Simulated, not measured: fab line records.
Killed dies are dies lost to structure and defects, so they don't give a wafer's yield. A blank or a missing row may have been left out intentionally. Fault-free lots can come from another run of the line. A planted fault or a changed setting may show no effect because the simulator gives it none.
fab line records	flow sky130	part 1 of 2: steps 1 to 34 of 45
[record] lots = 5	wafers = 15	lastDay = 49
route steps=708 shown DNWELL@37 PWDE@45 NWELL@56
lots with no fault: from the same line, run without faults
startH: start of the lot's first displayed wafer, in hours after the record's first day	waitH: how many hours have passed since the lot's step before this one	" identical to the entry in the row above	L1.1+2: a single row standing in for several wafers	- value missing, or start not given	* or withheld: withheld	< > ~ a bound
route shown NAME@n: names a module that has steps shown in the file, with the first one's number in the route	usual: average and standard deviation across the fault-free wafers	same: alike in all rows	chamber/n: place in a boat	sites: each site's reading	_std_site: the values' standard deviation	_edge_site: inner sites' mean taken away from outer sites' mean	radiusMm: how far each site lies from the wafer's centre	mask NAME#n: copy n	behind: the last tool/chamber to shape the wafer	hold: the reason the lot was held/the length of the hold in hours/how it ended	device: names the non-switching transistor (n, p or np)	end of line: tests run on the same wafers once the route is complete	a step given without rows: its recipe and nothing more	killed: not the wafer's yield, but the dies lost to structure and defects at the first sort	map: a wafer's dies, x killed, . not, _ none there
set.NAME: setting as actually run; set.NAME@STEP: the setting as run at that earlier step	model.NAME: the simulator's own value behind a step, which no gauge read
a table for each step, a row for each wafer; lots at some steps of the route
services: the hour from which a tool's chamber was out of use, counted from the record's first day as startH (under 0 if before that day), plus the number of hours and why
[[steps]]
[step SKY_DNWELL_COAT_02]
[recipe] spinRpm = 2000	resistThkNm = 3000
[usual] dispensePressureKPa = 48.6/1.9
lot.wafer	tool	chamber	startH	waitH	dispensePressureKPa
L076.1	lithoTrack-01	0	60.40	0.1	51.7
L076.4	"	0	"	"	51.7
L076.6	"	0	"	"	51.8
L077.2	lithoTrack-03	0	68.97	0.1	46.8
L077.3	"	0	"	"	46.7
L077.6	"	0	"	"	46.8
L083.2	lithoTrack-02	0	92.36	0.1	48.2
L083.4	"	0	"	"	48.2
L083.6	"	0	"	"	48.2
L089.2	lithoTrack-01	0	125.18	0.1	51.7
L089.4	"	0	"	"	51.7
L089.5	"	0	"	"	51.7
L090.1	lithoTrack-02	0	128.58	0.1	48.3
L090.3	"	0	"	"	48.3
L090.6	"	0	"	"	48.3
[step SKY_DNWELL_SOFTBAKE_03]
[recipe] tempC = 110	timeS = withheld
lot.wafer	tool	chamber	startH	waitH
L076.1+4+6	lithoTrack-01	0	60.55	0.1
L077.2+3+6	lithoTrack-03	0	69.13	0.1
L083.2+4+6	lithoTrack-02	0	92.51	0.1
L089.2+4+5	lithoTrack-01	0	125.34	0.1
L090.1+3+6	lithoTrack-02	0	128.73	0.1
[step SKY_DNWELL_EXPOSE_04]
[recipe] maskId = DNM	na = 0.57	targetCdNm = 3000	doseMj = 222
lot.wafer	tool	chamber	startH	waitH	mask
L076.1+4+6	ilineStepper-01	0	-	-	DNM#0
L077.2+3+6	ilineStepper-02	0	-	-	DNM#0
L083.2+4+6	ilineStepper-01	0	-	-	DNM#0
L089.2+4+5	ilineStepper-01	0	-	-	DNM#0
L090.1+3+6	ilineStepper-01	0	-	-	DNM#0
[step SKY_DNWELL_PEB_05]
[recipe] tempC = 115	timeS = withheld
lot.wafer	tool	chamber	startH	waitH
L076.1+4+6	lithoTrack-01	0	-	-
L077.2+3+6	lithoTrack-01	0	-	-
L083.2+4+6	lithoTrack-03	0	-	-
L089.2+4+5	lithoTrack-03	0	-	-
L090.1+3+6	lithoTrack-03	0	-	-
[step SKY_DNWELL_DEVELOP_06]
[recipe] wallAngleDeg = 90	developer = TMAH	developTimeS = 60	devTempC = 23
lot.wafer	tool	chamber	startH	waitH
L076.1+4+6	lithoTrack-01	0	-	-
L077.2+3+6	lithoTrack-01	0	-	-
L083.2+4+6	lithoTrack-03	0	-	-
L089.2+4+5	lithoTrack-03	0	-	-
L090.1+3+6	lithoTrack-03	0	-	-
[step SKY_DNWELL_IMPLANT_07]
[recipe] species = P	energyKev = withheld	doseCm2 = withheld	tiltDeg = withheld
lot.wafer	tool	chamber	startH	waitH
L076.1+4+6	implanter-02	0	68.80	-
L077.2+3+6	implanter-02	0	76.93	-
L083.2+4+6	implanter-02	0	100.97	-
L089.2+4+5	implanter-01	0	133.97	-
L090.1+3+6	implanter-03	0	137.95	-
[step SKY_DNWELL_STRIP_08]
[recipe] chemistry = O2/N2	powerW = 1400	pressureMtorr = 1500	platenTempC = withheld	o2FlowSccm = 3000	n2FlowSccm = 300	overashFraction = 0.5
[usual] drypumpMotorCurrentA = 5.7/0.34	o2FlowSccm = 3001/9.5	oesProductAu = 0.722/0.0043	stripTimeToEndpointS = 36.94/0.11
lot.wafer	tool	chamber	startH	waitH	drypumpMotorCurrentA	o2FlowSccm	oesProductAu	rfHoursCounterH	stripTimeToEndpointS
L076.1	plasmaAsher-04	1	68.95	0.1	5.6	2993	0.717	37	37.10
L076.4	"	0	"	"	5.3	2987	0.725	-	37.10
L076.6	"	1	"	"	5.6	2993	0.718	-	37.02
L077.2	plasmaAsher-02	1	77.05	0.1	5.2	3015	0.728	40	37.02
L077.3	"	1	"	"	5.2	3002	0.723	-	36.95
L077.6	"	1	"	"	5.2	3002	0.721	-	37.12
L083.2	plasmaAsher-04	0	101.10	0.1	5.3	3001	0.728	40	36.90
L083.4	"	0	"	"	5.3	2997	0.721	-	36.93
L083.6	"	0	"	"	5.3	2992	0.718	-	36.91
L089.2	plasmaAsher-02	0	134.10	0.1	6.4	3022	0.714	46	36.98
L089.4	"	1	"	"	5.2	2996	0.720	-	36.93
L089.5	"	0	"	"	6.4	3015	0.713	-	36.97
L090.1	plasmaAsher-01	1	138.10	0.1	5.7	2993	0.719	2	36.95
L090.3	"	1	"	"	5.7	3002	0.722	-	36.98
L090.6	"	0	"	"	5.8	3017	0.730	-	37.01
[step SKY_DNWELL_TW_MEAS_09]
[usual] DNWELL_TW = 1117/10
lot.wafer	tool	chamber	startH	waitH	DNWELL_TW
L076.1	filmMetro-01	-	69.05	0.1	1126
L076.4	"	-	"	"	1120
L076.6	"	-	"	"	1122
L077.2	filmMetro-03	-	77.16	0.1	1115
L077.3	"	-	"	"	1111
L077.6	"	-	"	"	1116
L083.2	filmMetro-01	-	101.21	0.1	1128
L083.4	"	-	"	"	1129
L083.6	"	-	"	"	1128
L089.2	filmMetro-01	-	134.21	0.1	1124
L089.4	"	-	"	"	1135
L089.5	"	-	"	"	1134
L090.1	filmMetro-03	-	138.20	0.1	1103
L090.3	"	-	"	"	1098
L090.6	"	-	"	"	1101
[step SKY_PWDE_DEHYDRATE_00]
[recipe] tempC = 200	timeS = 60
lot.wafer	tool	chamber	startH	waitH
L076.1+4+6	lithoTrack-03	0	76.30	7.2
L077.2+3+6	lithoTrack-02	0	85.41	8.2
L083.2+4+6	lithoTrack-03	0	109.22	8.0
L089.2+4+5	lithoTrack-02	0	144.60	10.4
L090.1+3+6	lithoTrack-03	0	147.40	9.2
[step SKY_PWDE_HMDS_01]
[recipe] primeTimeS = 60	primeTempC = 120
lot.wafer	tool	chamber	startH	waitH
L076.1+4+6	lithoTrack-03	0	76.45	0.1
L077.2+3+6	lithoTrack-02	0	85.56	0.1
L083.2+4+6	lithoTrack-03	0	109.37	0.1
L089.2+4+5	lithoTrack-02	0	144.75	0.1
L090.1+3+6	lithoTrack-03	0	147.55	0.1
[step SKY_PWDE_COAT_02]
[recipe] spinRpm = 2000	resistThkNm = 3000
[usual] dispensePressureKPa = 48.3/1.7
lot.wafer	tool	chamber	startH	waitH	dispensePressureKPa
L076.1	lithoTrack-03	0	76.60	0.1	46.8
L076.4	"	0	"	"	46.8
L076.6	"	0	"	"	46.8
L077.2	lithoTrack-02	0	85.71	0.1	48.2
L077.3	"	0	"	"	48.2
L077.6	"	0	"	"	48.2
L083.2	lithoTrack-03	0	109.52	0.1	46.8
L083.4	"	0	"	"	46.8
L083.6	"	0	"	"	46.8
L089.2	lithoTrack-02	0	144.90	0.1	48.3
L089.4	"	0	"	"	48.2
L089.5	"	0	"	"	48.2
L090.1	lithoTrack-03	0	147.70	0.1	46.8
L090.3	"	0	"	"	46.8
L090.6	"	0	"	"	46.8
[step SKY_PWDE_SOFTBAKE_03]
[recipe] tempC = 110	timeS = withheld
lot.wafer	tool	chamber	startH	waitH
L076.1+4+6	lithoTrack-03	0	76.75	0.1
L077.2+3+6	lithoTrack-02	0	85.86	0.1
L083.2+4+6	lithoTrack-03	0	109.68	0.1
L089.2+4+5	lithoTrack-02	0	145.06	0.1
L090.1+3+6	lithoTrack-03	0	147.85	0.1
[step SKY_PWDE_EXPOSE_04]
[recipe] maskId = PWDEM	na = 0.6	sourceShape = conventional	sigmaOuter = 0.6	polarization = unpolarized	targetCdNm = 840	doseMj = 214
lot.wafer	tool	chamber	startH	waitH	mask
L076.1+4+6	ilineStepper-01	0	-	-	PWDEM#0
L077.2+3+6	ilineStepper-01	0	-	-	PWDEM#0
L083.2+4+6	ilineStepper-01	0	-	-	PWDEM#0
L089.2+4+5	ilineStepper-02	0	-	-	PWDEM#0
L090.1+3+6	ilineStepper-01	0	-	-	PWDEM#0
[step SKY_PWDE_PEB_05]
[recipe] tempC = 115	timeS = withheld
lot.wafer	tool	chamber	startH	waitH
L076.1+4+6	lithoTrack-04	0	-	-
L077.2+3+6	lithoTrack-02	0	-	-
L083.2+4+6	lithoTrack-02	0	-	-
L089.2+4+5	lithoTrack-02	0	-	-
L090.1+3+6	lithoTrack-04	0	-	-
[step SKY_PWDE_DEVELOP_06]
[recipe] wallAngleDeg = 90	developer = TMAH	developTimeS = 60	devTempC = 23
lot.wafer	tool	chamber	startH	waitH
L076.1+4+6	lithoTrack-04	0	-	-
L077.2+3+6	lithoTrack-02	0	-	-
L083.2+4+6	lithoTrack-02	0	-	-
L089.2+4+5	lithoTrack-02	0	-	-
L090.1+3+6	lithoTrack-04	0	-	-
[step SKY_PWDE_OVL_MEAS_07]
[usual] PWDE_OVL = 0.6/1.5
lot.wafer	tool	chamber	startH	waitH	PWDE_OVL[nm]
L076.1	overlay-01	-	85.42	-	-2.1
L076.4	"	-	"	"	-2.7
L076.6	"	-	"	"	-1.7
L077.2	overlay-01	-	94.29	-	0.2
L077.3	"	-	"	"	0.9
L077.6	"	-	"	"	0.2
L083.2	overlay-02	-	118.74	-	-1.4
L083.4	"	-	"	"	-1.1
L083.6	"	-	"	"	0.9
L089.2	overlay-02	-	154.89	-	3.2
L089.4	"	-	"	"	4.0
L089.5	"	-	"	"	2.6
L090.1	overlay-01	-	156.97	-	1.2
L090.3	"	-	"	"	3.0
L090.6	"	-	"	"	2.5
[step SKY_PWDE_IMPLANT_08]
[recipe] species = B	energyKev = 150	doseCm2 = 3.6e+12	tiltDeg = withheld
[usual] beamOnS = 9.98/0.21
lot.wafer	tool	chamber	startH	waitH	beamOnS
L076.1	implanter-03	0	85.45	0.0	9.95
L076.4	"	0	"	"	9.85
L076.6	"	0	"	"	10.24
L077.2	implanter-03	0	94.34	0.0	9.92
L077.3	"	0	"	"	9.98
L077.6	"	0	"	"	9.74
L083.2	implanter-01	0	118.79	0.0	10.17
L083.4	"	0	"	"	10.11
L083.6	"	0	"	"	10.20
L089.2	implanter-03	0	154.94	0.0	10.05
L089.4	"	0	"	"	10.32
L089.5	"	0	"	"	9.75
L090.1	implanter-03	0	157.00	0.0	9.94
L090.3	"	0	"	"	9.37
L090.6	"	0	"	"	10.38
[step SKY_PWDE_STRIP_09]
[recipe] chemistry = O2/N2	powerW = 1400	pressureMtorr = 1500	platenTempC = withheld	o2FlowSccm = 3000	n2FlowSccm = 300	overashFraction = 0.5
[usual] drypumpMotorCurrentA = 5.7/0.42	o2FlowSccm = 3000/9.2	oesProductAu = 0.723/0.0047	stripTimeToEndpointS = 36.91/0.11
lot.wafer	tool	chamber	startH	waitH	drypumpMotorCurrentA	o2FlowSccm	oesProductAu	rfHoursCounterH	stripTimeToEndpointS
L076.1	plasmaAsher-04	0	85.60	0.1	5.3	2992	0.728	38	36.88
L076.4	"	0	"	"	5.3	3000	0.722	-	36.89
L076.6	"	0	"	"	5.3	2994	0.720	-	36.86
L077.2	plasmaAsher-02	1	94.47	0.1	5.2	2999	0.721	42	36.90
L077.3	"	0	"	"	6.4	2995	0.716	-	36.91
L077.6	"	0	"	"	6.4	3002	0.725	-	36.98
L083.2	plasmaAsher-03	0	118.92	0.1	6.0	3002	0.721	31	36.78
L083.4	"	0	"	"	6.0	3009	0.716	-	36.72
L083.6	"	0	"	"	6.0	3020	0.724	-	36.75
L089.2	plasmaAsher-02	1	155.07	0.1	5.2	2986	0.721	48	36.89
L089.4	"	1	"	"	5.2	2993	0.722	-	36.95
L089.5	"	1	"	"	5.2	2990	0.719	-	37.00
L090.1	plasmaAsher-02	0	157.15	0.1	6.3	2994	0.720	48	36.85
L090.3	"	1	"	"	5.2	3001	0.720	-	36.84
L090.6	"	0	"	"	6.4	3001	0.720	-	36.76
[step SKY_PWDE_TW_MEAS_10]
[usual] PWDE_TW = 375.3/3
lot.wafer	tool	chamber	startH	waitH	PWDE_TW
L076.1	filmMetro-03	-	85.70	0.1	372.4
L076.4	"	-	"	"	372.6
L076.6	"	-	"	"	371.0
L077.2	filmMetro-04	-	94.58	0.1	370.1
L077.3	"	-	"	"	370.3
L077.6	"	-	"	"	372.5
L083.2	filmMetro-01	-	119.03	0.1	379.8
L083.4	"	-	"	"	377.6
L083.6	"	-	"	"	378.7
L089.2	filmMetro-01	-	155.18	0.1	375.1
L089.4	"	-	"	"	373.4
L089.5	"	-	"	"	376.9
L090.1	filmMetro-03	-	157.25	0.1	373.8
L090.3	"	-	"	"	372.6
L090.6	"	-	"	"	371.5
[step SKY_NWELL_DEHYDRATE_03]
[recipe] tempC = 200	timeS = 60
lot.wafer	tool	chamber	startH	waitH
L076.1+4+6	lithoTrack-01	0	93.45	7.7
L077.2+3+6	lithoTrack-04	0	103.34	8.8
L083.2+4+6	lithoTrack-04	0	128.14	9.1
L089.2+4+5	lithoTrack-03	0	164.47	9.3
L090.1+3+6	lithoTrack-03	0	167.45	10.2
[step SKY_NWELL_HMDS_04]
[recipe] primeTimeS = 60	primeTempC = 120
lot.wafer	tool	chamber	startH	waitH
L076.1+4+6	lithoTrack-01	0	93.60	0.1
L077.2+3+6	lithoTrack-04	0	103.49	0.1
L083.2+4+6	lithoTrack-04	0	128.29	0.1
L089.2+4+5	lithoTrack-03	0	164.62	0.1
L090.1+3+6	lithoTrack-03	0	167.60	0.1
[step SKY_NWELL_COAT_05]
[recipe] spinRpm = 2000	resistThkNm = 3000
[usual] dispensePressureKPa = 49.9/2
lot.wafer	tool	chamber	startH	waitH	dispensePressureKPa
L076.1	lithoTrack-01	0	93.75	0.1	51.7
L076.4	"	0	"	"	51.7
L076.6	"	0	"	"	51.7
L077.2	lithoTrack-04	0	103.64	0.1	50.8
L077.3	"	0	"	"	50.8
L077.6	"	0	"	"	50.8
L083.2	lithoTrack-04	0	128.44	0.1	50.8
L083.4	"	0	"	"	50.8
L083.6	"	0	"	"	50.8
L089.2	lithoTrack-03	0	164.77	0.1	46.8
L089.4	"	0	"	"	46.8
L089.5	"	0	"	"	46.9
L090.1	lithoTrack-03	0	167.75	0.1	46.8
L090.3	"	0	"	"	46.8
L090.6	"	0	"	"	46.8
[step SKY_NWELL_SOFTBAKE_06]
[recipe] tempC = 110	timeS = withheld
lot.wafer	tool	chamber	startH	waitH
L076.1+4+6	lithoTrack-01	0	93.90	0.1
L077.2+3+6	lithoTrack-04	0	103.80	0.1
L083.2+4+6	lithoTrack-04	0	128.60	0.1
L089.2+4+5	lithoTrack-03	0	164.93	0.1
L090.1+3+6	lithoTrack-03	0	167.90	0.1
[step SKY_NWELL_EXPOSE_07]
[recipe] maskId = NWM	na = 0.6	sourceShape = conventional	sigmaOuter = 0.6	polarization = unpolarized	targetCdNm = 840	doseMj = 255
lot.wafer	tool	chamber	startH	waitH	mask
L076.1+4+6	ilineStepper-01	0	-	-	NWM#0
L077.2+3+6	ilineStepper-01	0	-	-	NWM#0
L083.2+4+6	ilineStepper-02	0	-	-	NWM#0
L089.2+4+5	ilineStepper-02	0	-	-	NWM#0
L090.1+3+6	ilineStepper-02	0	-	-	NWM#0
[step SKY_NWELL_PEB_08]
[recipe] tempC = 115	timeS = withheld
lot.wafer	tool	chamber	startH	waitH
L076.1+4+6	lithoTrack-01	0	-	-
L077.2+3+6	lithoTrack-03	0	-	-
L083.2+4+6	lithoTrack-04	0	-	-
L089.2+4+5	lithoTrack-04	0	-	-
L090.1+3+6	lithoTrack-04	0	-	-
[step SKY_NWELL_DEVELOP_09]
[recipe] wallAngleDeg = 90	developer = TMAH	developTimeS = 60	devTempC = 23
lot.wafer	tool	chamber	startH	waitH
L076.1+4+6	lithoTrack-01	0	-	-
L077.2+3+6	lithoTrack-03	0	-	-
L083.2+4+6	lithoTrack-04	0	-	-
L089.2+4+5	lithoTrack-04	0	-	-
L090.1+3+6	lithoTrack-04	0	-	-
[step SKY_NWELL_OVL_MEAS_10]
[usual] NWELL_00_OVL = 0.0/1.2
lot.wafer	tool	chamber	startH	waitH	NWELL_00_OVL[nm]
L076.1	overlay-02	-	103.35	-	-0.4
L076.4	"	-	"	"	-0.1
L076.6	"	-	"	"	-1.4
L077.2	overlay-01	-	112.40	-	-0.4
L077.3	"	-	"	"	-1.1
L077.6	"	-	"	"	1.6
L083.2	overlay-01	-	137.87	-	-0.6
L083.4	"	-	"	"	-1.1
L083.6	"	-	"	"	1.5
L089.2	overlay-02	-	174.82	-	-0.2
L089.4	"	-	"	"	-0.4
L089.5	"	-	"	"	-0.8
L090.1	overlay-01	-	177.47	-	0.5
L090.3	"	-	"	"	-1.5
L090.6	"	-	"	"	0.7
[step SKY_NWELL_IMPLANT_11]
[recipe] species = P	energyKev = 400	doseCm2 = 1.9e+13	tiltDeg = withheld
[usual] beamOnS = 10.02/0.21
lot.wafer	tool	chamber	startH	waitH	beamOnS
L076.1	implanter-02	0	103.39	0.0	9.92
L076.4	"	0	"	"	9.83
L076.6	"	0	"	"	9.75
L077.2	implanter-01	0	112.46	0.0	10.05
L077.3	"	0	"	"	9.98
L077.6	"	0	"	"	9.79
L083.2	implanter-02	0	137.93	0.0	9.40
L083.4	"	0	"	"	9.93
L083.6	"	0	"	"	9.80
L089.2	implanter-01	0	174.88	0.0	10.22
L089.4	"	0	"	"	9.86
L089.5	"	0	"	"	10.24
L090.1	implanter-04	0	177.50	0.0	9.95
L090.3	"	0	"	"	9.95
L090.6	"	0	"	"	9.76
[step SKY_NWELL_IMPLANT_12]
[recipe] species = P	energyKev = 120	doseCm2 = 1.3e+12	tiltDeg = withheld
[usual] beamOnS = 10.00/0.21
lot.wafer	tool	chamber	startH	waitH	beamOnS
L076.1	implanter-02	0	103.54	0.1	10.02
L076.4	"	0	"	"	9.97
L076.6	"	0	"	"	10.06
L077.2	implanter-01	0	112.61	0.1	10.16
L077.3	"	0	"	"	10.08
L077.6	"	0	"	"	10.00
L083.2	implanter-02	0	138.08	0.1	9.95
L083.4	"	0	"	"	9.79
L083.6	"	0	"	"	9.96
L089.2	implanter-01	0	175.03	0.1	10.16
L089.4	"	0	"	"	9.79
L089.5	"	0	"	"	10.16
L090.1	implanter-04	0	177.65	0.1	9.81
L090.3	"	0	"	"	9.89
L090.6	"	0	"	"	10.29
[step SKY_NWELL_IMPLANT_13]
[recipe] species = P	energyKev = 50	doseCm2 = 7e+11	tiltDeg = withheld
[usual] beamOnS = 9.99/0.19
lot.wafer	tool	chamber	startH	waitH	beamOnS
L076.1	implanter-02	0	103.69	0.1	9.72
L076.4	"	0	"	"	10.08
L076.6	"	0	"	"	9.61
L077.2	implanter-01	0	112.76	0.1	10.08
L077.3	"	0	"	"	9.79
L077.6	"	0	"	"	10.31
L083.2	implanter-02	0	138.23	0.1	10.00
L083.4	"	0	"	"	9.89
L083.6	"	0	"	"	10.07
L089.2	implanter-01	0	175.18	0.1	9.93
L089.4	"	0	"	"	10.15
L089.5	"	0	"	"	10.09
L090.1	implanter-04	0	177.80	0.1	9.92
L090.3	"	0	"	"	9.91
L090.6	"	0	"	"	10.02
[step SKY_NWELL_STRIP_14]
[recipe] chemistry = O2/N2	powerW = 1400	pressureMtorr = 1500	platenTempC = withheld	o2FlowSccm = 3000	n2FlowSccm = 300	overashFraction = 0.5
[usual] drypumpMotorCurrentA = 5.71/0.19	o2FlowSccm = 2999/8.4	oesProductAu = 0.723/0.0049	stripTimeToEndpointS = 36.94/0.13
lot.wafer	tool	chamber	startH	waitH	drypumpMotorCurrentA	o2FlowSccm	oesProductAu	rfHoursCounterH	stripTimeToEndpointS
L076.1	plasmaAsher-01	1	103.84	0.1	5.73	3007	0.725	42	36.96
L076.4	"	0	"	"	5.79	2984	0.719	-	37.08
L076.6	"	0	"	"	5.76	2986	0.723	-	36.93
L077.2	plasmaAsher-03	1	112.88	0.1	5.70	2994	0.719	30	36.95
L077.3	"	0	"	"	5.97	2987	0.724	-	36.91
L077.6	"	1	"	"	5.69	2995	0.718	-	36.81
L083.2	plasmaAsher-04	1	138.35	0.1	5.64	3000	0.725	44	36.92
L083.4	"	0	"	"	5.30	2991	0.721	-	36.91
L083.6	"	1	"	"	5.65	2999	0.715	-	36.95
L089.2	plasmaAsher-04	0	175.30	0.1	5.28	3006	0.724	47	36.84
L089.4	"	0	"	"	5.32	2985	0.723	-	36.68
L089.5	"	0	"	"	5.32	2988	0.725	-	36.82
L090.1	plasmaAsher-03	0	177.95	0.1	5.97	2996	0.719	37	36.85
L090.3	"	1	"	"	5.67	2993	0.726	-	36.91
L090.6	"	1	"	"	5.67	2998	0.718	-	36.78
[step SKY_NWELL_TW_MEAS_15]
[usual] NWELL_TW = 1821/13
lot.wafer	tool	chamber	startH	waitH	NWELL_TW
L076.1	filmMetro-03	-	103.94	0.1	1832
L076.4	"	-	"	"	1822
L076.6	"	-	"	"	1830
L077.2	filmMetro-03	-	112.99	0.1	1808
L077.3	"	-	"	"	1823
L077.6	"	-	"	"	1818
L083.2	filmMetro-01	-	138.46	0.1	1842
L083.4	"	-	"	"	1855
L083.6	"	-	"	"	1844
L089.2	filmMetro-04	-	175.41	0.1	1813
L089.4	"	-	"	"	1809
L089.5	"	-	"	"	1809
L090.1	filmMetro-03	-	178.05	0.1	1810
L090.3	"	-	"	"	1820
L090.6	"	-	"	"	1820
[step SKY_NWELL_DEHYDRATE_16]
[recipe] tempC = 200	timeS = 60
lot.wafer	tool	chamber	startH	waitH
L076.1+4+6	lithoTrack-04	0	111.62	7.7
L077.2+3+6	lithoTrack-03	0	122.07	9.1
L083.2+4+6	lithoTrack-03	0	148.07	9.6
L089.2+4+5	lithoTrack-03	0	185.47	10.0
L090.1+3+6	lithoTrack-01	0	188.30	10.2
[step SKY_NWELL_HMDS_17]
[recipe] primeTimeS = 60	primeTempC = 120
lot.wafer	tool	chamber	startH	waitH
L076.1+4+6	lithoTrack-04	0	111.77	0.1
L077.2+3+6	lithoTrack-03	0	122.22	0.1
L083.2+4+6	lithoTrack-03	0	148.22	0.1
L089.2+4+5	lithoTrack-03	0	185.62	0.1
L090.1+3+6	lithoTrack-01	0	188.45	0.1
